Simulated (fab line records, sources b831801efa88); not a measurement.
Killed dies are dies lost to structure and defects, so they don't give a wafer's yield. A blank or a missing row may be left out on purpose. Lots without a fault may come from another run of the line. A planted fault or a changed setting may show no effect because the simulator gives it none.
fab line records | flow sfq_line
record lots=7 wafers=18 last_day=94
route steps=325 shown M6@255 I6@266
lots that met no fault: from a run of the same line without faults
start_h: hours from the record's first day to the start of the lot's first wafer shown | wait_h: hours since the lot's step before | " the same as in the row above | L1.1+2: a row that stands for several wafers | - no value, or no start given | * or withheld: withheld | < > ~ a bound
route shown NAME@n: a module of which the file shows steps, and the number in the route of the first | usual: mean/standard deviation of fault-free wafers | same: alike in all rows | chamber/n: place in a boat | sites: the reading at each site | _std_site: their standard deviation | _edge_site: outer sites' mean less inner sites' | radius_mm: how far each site lies from the wafer's centre | mask NAME#n: copy n | behind: the tool/chamber that last shaped the wafer | hold: why the lot was held/for how many hours/how that ended | device: the transistor (n, p or np) that didn't switch | end of line: the same wafers' tests at the end of the route | a step without rows: its recipe alone | killed: dies lost to structure and defects at the first sort, not the wafer's yield | map: a wafer's dies, x killed, . not, _ none there
set.NAME: the setting as run; set.NAME@STEP: as run at that earlier step | model.NAME: the simulator's own value behind a step, which no gauge read
lots at some steps of the route; a table a step, a row a wafer
services: from which hour (start_h, from the record's first day; less than 0 if before it) a tool's chamber was out of use, for how many hours, and why
## steps
# step SFQ_TRILAYER_M6_LITHO_COAT_164
# recipe resist=BARC spin_rpm=3000 resist_thk_nm=62
# step SFQ_TRILAYER_M6_LITHO_COAT_159
# recipe resist=KrF spin_rpm=3000 resist_thk_nm=600
# step SFQ_TRILAYER_M6_LITHO_SOFTBAKE_163
# recipe temp_c=withheld time_s=withheld resist=KrF
# step SFQ_TRILAYER_M6_LITHO_EXPOSE_160
# recipe mask_id=M6 na=0.6 source_shape=conventional sigma_outer=0.65 target_cd_nm=500 dose_mj=14.4
# step SFQ_TRILAYER_M6_LITHO_PEB_162
# recipe peb_temp_c=115 peb_time_s=60 resist=KrF
# step SFQ_TRILAYER_M6_LITHO_DEVELOP_161
# recipe time_s=60 resist=KrF
# step SFQ_M6_OVL_MEAS_940
# usual M6_OVL=2/5.8
# columns lot.wafer tool chamber start_h wait_h M6_OVL[nm]
L688.1 overlay-02 - 1784.09 0.1 6
L688.5 " - " " 5
L688.6 " - " " 8
L691.1 overlay-02 - 1823.82 0.1 3
L691.3 " - " " -3
L691.4 " - " " 1
L698.4 overlay-02 - 1858.99 0.1 -7
L698.5 " - " " -5
L699.1 overlay-02 - 1860.18 0.1 1
L699.2 " - " " 1
L701.1 overlay-02 - 1862.58 0.1 6
L701.5 " - " " 2
L703.1 overlay-01 - 1966.39 0.1 2
L703.3 " - " " -1
L703.5 " - " " -1
L704.4 overlay-02 - 1970.01 0.1 10
L704.5 " - " " 14
L704.6 " - " " 8
# step SFQ_TRILAYER_M6_BARC_OPEN_METAL_ETCH_206
# recipe mask_material=PR chemistry=O2 target_depth_nm=125 target=BARC icp_w=600 bias_w=80 pressure_mtorr=10 time_s=41.7
# usual drypump_motor_current_A=5.9/0.52 oes_product_au=0.685/0.0042
# columns lot.wafer tool chamber start_h wait_h drypump_motor_current_A oes_product_au rf_hours_counter_h
L688.1 rie_metal-02 0 1784.13 0.0 6.3 0.685 93
L688.5 " 1 " " 5.9 0.682 -
L688.6 " 0 " " 6.3 0.688 -
L691.1 rie_metal-04 1 1823.85 0.0 5.6 0.681 4
L691.3 " 1 " " 5.7 0.686 -
L691.4 " 1 " " 5.7 0.687 -
L698.4 rie_metal-02 1 1859.03 0.0 5.8 0.681 -
L698.5 " 1 " " 5.8 0.684 -
L699.1 rie_metal-04 1 1860.21 0.0 5.7 0.691 14
L699.2 " 0 " " 6.1 0.681 67
L701.1 rie_metal-03 0 1862.61 0.0 5.1 0.685 113
L701.5 " 0 " " 5.1 0.677 -
L703.1 rie_metal-02 0 1966.43 0.0 6.3 0.683 117
L703.3 " 0 " " 6.3 0.689 -
L703.5 " 0 " " 6.2 0.694 -
L704.4 rie_metal-02 0 1970.11 0.1 6.3 0.688 -
L704.5 " 0 " " 6.3 0.684 -
L704.6 " 0 " " 6.3 0.682 -
# step SFQ_TRILAYER_M6_ETCH_METAL_ETCH_162
# recipe target=Nb stop_on=SiO2 mask_material=PR chemistry=Cl2/Ar target_depth_nm=240 icp_w=600 bias_w=80 pressure_mtorr=10 time_s=120
# usual drypump_motor_current_A=5.9/0.52 oes_product_au=0.894/0.0083
# columns lot.wafer tool chamber start_h wait_h drypump_motor_current_A oes_product_au rf_hours_counter_h
L688.1 rie_metal-02 0 1784.19 0.0 6.3 0.904 93
L688.5 " 1 " " 5.9 0.901 -
L688.6 " 0 " " 6.3 0.906 -
L691.1 rie_metal-04 1 1823.97 0.1 5.7 0.904 4
L691.3 " 1 " " 5.7 0.884 -
L691.4 " 1 " " 5.7 0.900 -
L698.4 rie_metal-02 1 1859.11 0.1 5.9 0.880 -
L698.5 " 1 " " 5.8 0.899 -
L699.1 rie_metal-04 1 1860.27 0.0 5.7 0.884 14
L699.2 " 0 " " 6.2 0.911 67
L701.1 rie_metal-03 0 1862.73 0.1 5.0 0.891 113
L701.5 " 0 " " 5.0 0.890 -
L703.1 rie_metal-02 0 1966.55 0.1 6.3 0.893 117
L703.3 " 0 " " 6.3 0.890 -
L703.5 " 0 " " 6.3 0.889 -
L704.4 rie_metal-02 0 1970.35 0.2 6.3 0.900 -
L704.5 " 0 " " 6.3 0.899 -
L704.6 " 0 " " 6.3 0.900 -
# step SFQ_TRILAYER_M6_STRIP_STRIP_163
# recipe gas=O2 power_w=200 platen_temp_c=40 overash_fraction=0.65 chemistry=O2 pressure_mtorr=50
# usual drypump_motor_current_A=5.9/0.52 oes_product_au=1.002/0.014
# columns lot.wafer tool chamber start_h wait_h drypump_motor_current_A oes_product_au rf_hours_counter_h
L688.1 rie_metal-02 0 1784.31 0.1 6.3 0.990 93
L688.5 " 1 " " 5.9 1.002 -
L688.6 " 0 " " 6.3 0.984 -
L691.1 rie_metal-04 1 1824.22 0.2 5.7 1.010 5
L691.3 " 1 " " 5.7 1.019 -
L691.4 " 1 " " 5.7 1.018 -
L698.4 rie_metal-02 1 1859.40 0.2 5.9 1.026 -
L698.5 " 1 " " 5.9 1.017 -
L699.1 rie_metal-04 1 1860.40 0.1 5.7 1.016 14
L699.2 " 0 " " 6.1 0.998 67
L701.1 rie_metal-03 0 1862.98 0.2 5.0 1.003 113
L701.5 " 0 " " 5.0 0.993 -
L703.1 rie_metal-02 0 1966.80 0.2 6.3 0.995 117
L703.3 " 0 " " 6.3 0.990 -
L703.5 " 0 " " 6.3 0.985 -
L704.4 rie_metal-02 0 1971.32 0.9 6.3 0.994 -
L704.5 " 0 " " 6.3 0.983 -
L704.6 " 0 " " 6.3 0.988 -
# step SFQ_TRILAYER_M6_STRIP_SOLV_CLEAN_164
# recipe chemistry=NMP temp_c=70 time_s=600
# step SFQ_TRILAYER_I6_DEP_PECVD_165
# recipe material=SiO2 temp_c=150 time_s=111.11 pressure_torr=2.4 rf_w=183.3 precursor=SiH4/N2O target_thk_nm=500
# usual heater_power_w=91/13 throttle_valve_pct=24.3/1.7
# columns lot.wafer tool chamber start_h wait_h heater_power_w throttle_valve_pct
L688.1 pecvd-02 0 1785.09 0.0 99 24.4
L688.5 " 1 " " 94 24.5
L688.6 " 0 " " 103 24.2
L691.1 pecvd-01 2 1825.60 0.0 62 23.0
L691.3 " 0 " " 87 21.8
L691.4 " 2 " " 66 23.2
L698.4 pecvd-03 0 1860.01 0.0 108 23.3
L698.5 " 2 " " 79 25.4
L699.1 pecvd-01 0 1861.17 0.0 82 21.6
L699.2 " 2 " " 68 23.5
L701.1 pecvd-02 0 1864.36 0.0 97 24.2
L701.5 " 0 " " 99 24.2
L703.1 pecvd-03 1 1968.19 0.0 112 26.0
L703.3 " 2 " " 75 25.8
L703.5 " 2 " " 79 26.2
L704.4 pecvd-03 1 1972.34 0.0 101 25.8
L704.5 " 0 " " 98 23.5
L704.6 " 2 " " 86 25.9
# step SFQ_TRILAYER_I6_CMP_CMP_166
# recipe material=SiO2 down_force_psi=3 platen_rpm=60 pad_velocity_m_s=0.94248
# usual motor_current_A=10.1/0.72 time_to_endpoint_s=201/9.4
# columns lot.wafer tool chamber start_h wait_h motor_current_A time_to_endpoint_s
L688.1 cmp-02 2 1790.87 5.7 9.7 206
L688.5 " 3 " " 10.3 208
L688.6 " 0 " " 11.5 204
L691.4 cmp-01 3 1828.59 2.9 8.5 217
L691.1 " 0 " " 10.1 223
L691.3 " 2 1830.09 4.5 11.0 209
L698.4 cmp-02 1 1868.93 8.9 9.2 194
L698.5 " 2 1871.43 11.4 9.3 113
L699.2 cmp-02 1 1872.93 11.7 9.4 106
L699.1 " 2 " " 9.0 198
L701.1 cmp-02 0 1875.43 11.0 10.5 189
L701.5 " 0 1877.43 13.0 11.2 106
L703.3 cmp-02 1 1968.77 0.5 9.4 197
L703.1 " 3 1969.77 1.5 9.9 196
L703.5 " 1 1970.77 2.5 9.5 206
L704.4 cmp-02 1 1973.37 1.0 9.5 203
L704.6 " 3 1974.37 2.0 10.3 209
L704.5 " 0 " " 10.8 196
# step SFQ_I6_BOW_MEAS_941
# recipe mode=bow
# usual I6_BOW=7/11
# columns lot.wafer tool chamber start_h wait_h I6_BOW[um]
L688.1 film_metro-02 - 1792.37 1.0 0
L688.5 " - " " 1
L688.6 " - " " 12
L691.1 film_metro-02 - 1831.59 2.0 3
L691.3 " - " " -9
L691.4 " - " " 2
L698.4 film_metro-01 - 1871.99 2.6 8
L698.5 " - " " -8
L699.1 film_metro-02 - 1874.93 1.0 21
L699.2 " - " " 13
L701.1 film_metro-04 - 1877.93 2.0 1
L701.5 " - " " 11
L703.1 film_metro-01 - 1971.27 1.0 -13
L703.3 " - " " -1
L703.5 " - " " 11
L704.4 film_metro-04 - 1975.43 1.6 -4
L704.5 " - " " -11
L704.6 " - " " -16
## services
# columns tool chamber start_h hours kind
cmp-02 - 1765.87 1.7 repair
cmp-01 - 1777.00 10.5 repair
rie_metal-04 1 1777.67 - clean
rie_metal-04 1 1777.67 - consumable_replace:focus_ring
rie_metal-04 1 1777.67 19.2 scheduled_down
rie_metal-04 1 1777.67 19.2 vent_cycle
cmp-01 - 1787.51 4.0 pm
rie_metal-03 0 1795.70 9.9 repair
rie_metal-04 0 1818.42 28.3 repair
cmp-02 - 1822.63 3.8 repair
rie_metal-02 1 1824.40 6.9 repair
cmp-02 - 1826.47 5.6 pm
rie_metal-03 1 1830.26 2.0 repair
cmp-02 - 1838.27 3.0 repair
cmp-01 - 1848.78 0.4 repair
pecvd-03 - 1892.40 0.4 repair
pecvd-01 - 1920.35 0.5 repair
cmp-02 - 1941.72 4.0 pm
cmp-02 - 1956.34 1.0 repair
rie_metal-02 1 1961.17 - clean
rie_metal-02 1 1961.17 - consumable_replace:focus_ring
rie_metal-02 1 1961.17 21.2 scheduled_down
rie_metal-02 1 1961.17 21.2 vent_cycle
cmp-01 - 1973.58 5.0 pm
## key
first_sign step=SFQ_TRILAYER_I6_CMP_CMP_166 reading=time_to_endpoint_s direction=down sigmas=9.9 usual=* struck=*
effect none on later readings
met_at SFQ_TRILAYER_I6_CMP_CMP_166
struck_wafers L698.5,L699.2,L701.5
fault kind=process_parameter_drift tool=cmp-02 chamber=- onset_h=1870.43 steps=SFQ_TRILAYER_I6_CMP_CMP_166 channel=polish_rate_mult offset=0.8 shape=step end_h=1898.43 scope=struck_wafers_only
